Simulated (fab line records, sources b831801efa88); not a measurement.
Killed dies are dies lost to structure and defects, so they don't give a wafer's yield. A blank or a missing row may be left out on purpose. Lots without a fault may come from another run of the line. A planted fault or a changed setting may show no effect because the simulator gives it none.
A struck lot beside a sound one | flow sky130 | 17 steps out of a route of 708
Sound: wafers L415.3, L415.4, L415.5. Struck: wafers L409.3, L409.5, L409.6. The cause comes at the end.
At each step with rows: each side's tool, then ch and its chambers, then its first start. Under that, the readings that differ: sound wafers | struck wafers | difference of the means | sigmas: that difference in standard deviations of wafers without a fault.
alike: readings whose means differ by less than 2 such deviations, and words and numbers that are the same on both sides. not compared: withheld readings, readings that some wafer has no value for, bounds like >300 that may hide the same value, and numbers for which the record gives no deviation and whose values overlap.
The two part at a step that has a row with sigmas, a row that says differs or no value, or rows on one side only. Numbers that don't overlap but have no deviation are shown without sigmas and don't part them. A reading that every wafer of one side lacks parts them only if that side has two wafers or more.

first, 2 steps without rows for these wafers: SKY_CONTACT_PEB_12; SKY_CONTACT_DEVELOP_13 (develop time 60 s).
SKY_CONTACT_CD_MEAS_14: target cd 170 nm.
  sound on cd_sem-01, day 36 22:37; struck on cd_sem-01, day 35 10:11
  alike: cd_nm
SKY_CONTACT_OVL_MEAS_15:
  sound on overlay-01, day 36 22:43; struck on overlay-01, day 35 10:16
  alike: CONTACT_OVL
SKY_CONTACT_ETCH_16: etches BARC in N2/H2, stops on SiO2, time 45.9 s, target depth 60 nm.
  sound on rie_diel-03 ch 1,2, day 36 22:44; struck on rie_diel-03 ch 0,1, day 35 10:17
  alike: chamber_pressure_mTorr, drypump_motor_current_A, oes_product_au, throttle_valve_pct
  not compared: rf_hours_counter_h
SKY_CONTACT_ETCH_17: etches SiO2 in C4F8/O2/Ar, stops on Si3N4, target depth 340 nm.
  sound on rie_diel-03 ch 1,2, day 36 22:46; struck on rie_diel-03 ch 0,1, day 35 10:20
  alike: chamber_pressure_mTorr, oes_product_au
SKY_CONTACT_ETCH_18: etches Si3N4 in CHF3/O2, stops on TiN, time 39 s, target depth 75 nm.
  sound on rie_diel-03 ch 1,2; struck on rie_diel-03 ch 0,1
  reading                        | sound             | struck            | difference | sigmas
  chamber_pressure_mTorr (mTorr) | 40.07 39.93 40.00 | 39.91 39.89 39.96 | -0.08      | -2
  alike: drypump_motor_current_A, oes_product_au, throttle_valve_pct
  not compared: rf_hours_counter_h
SKY_CONTACT_STRIP_19: strips in O2/N2.
  sound on plasma_asher-04 ch 0,1, day 36 22:54; struck on plasma_asher-02 ch 0,1, day 35 10:28
  alike: chamber_pressure_mTorr, drypump_motor_current_A, oes_product_au, strip_time_to_endpoint_s
  not compared: rf_hours_counter_h
then, 3 steps without rows for these wafers: SKY_CONTACT_STRIP_20 (strips in post etch residue remover, time 1200 s); SKY_CONTACT_CLEAN_21 (cleans in IPA, time 180 s); SKY_CONTACT_CLEAN_22 (cleans in O3/DIW).
SKY_CONTACT_SPUTTER_23: material TiN, target thk 20 nm, time 80 s.
  sound on pvd_sputter-04, day 36 23:30; struck on pvd_sputter-03, day 35 11:04
  alike: throttle_valve_pct
SKY_CONTACT_CVD_24: deposits W, target thk 340 nm, time 102.12 s.
  sound on cvd_w-02 ch 0,1, day 36 23:36; struck on cvd_w-01 ch 0,1, day 35 11:10
  no value came back on the struck wafers for chamber_pressure_Torr (Torr), heater_power_outer_w (W), heater_power_w (W), time_s (s); on the sound wafers chamber_pressure_Torr (Torr) reads 40.03 40.12 39.96
SKY_CONTACT_RS_MEAS_25: measures by four-point-probe.
  sound on film_metro-01, day 36 23:43; struck on film_metro-01, day 35 11:16
  reading               | sound             | struck               | difference | sigmas
  CONTACT_W_RS (ohm/sq) | 0.336 0.332 0.332 | 58.731 58.459 58.976 | +58.389    | +99 or more
SKY_CONTACT_THK_MEAS_26: measures by xrf.
  sound on film_metro-01, day 36 23:49; struck on film_metro-01, day 35 11:22
  not compared: CONTACT_W_THK
SKY_CONTACT_CMP_27: polishes, stops on SiO2, t overpolish 15 s, target thk 0 nm.
  sound on cmp-02 ch 0,1,3, day 36 23:54; struck on cmp-02 ch 1,2, day 35 11:25
  reading                | sound    | struck | difference | sigmas
  time_to_endpoint_s (s) | 80 88 82 | 10 6 4 | -77        | -18
  alike: head_pressure_psi, motor_current_A
-- the record jumps here: 13 days lie between the struck wafers' starts before and after (it left off in module CONTACT and takes up again in module PAD_OPEN, whose first step shown is number 708 of the route) --
SKY_PAD_OPEN_PROBE_99:
  the record has rows for the struck wafers here (prober-02, day 48 17:51) and none for the sound ones

WHERE THEY PART
First at SKY_CONTACT_ETCH_18; last, within this record, at SKY_PAD_OPEN_PROBE_99.

WHY: what the simulator had put in
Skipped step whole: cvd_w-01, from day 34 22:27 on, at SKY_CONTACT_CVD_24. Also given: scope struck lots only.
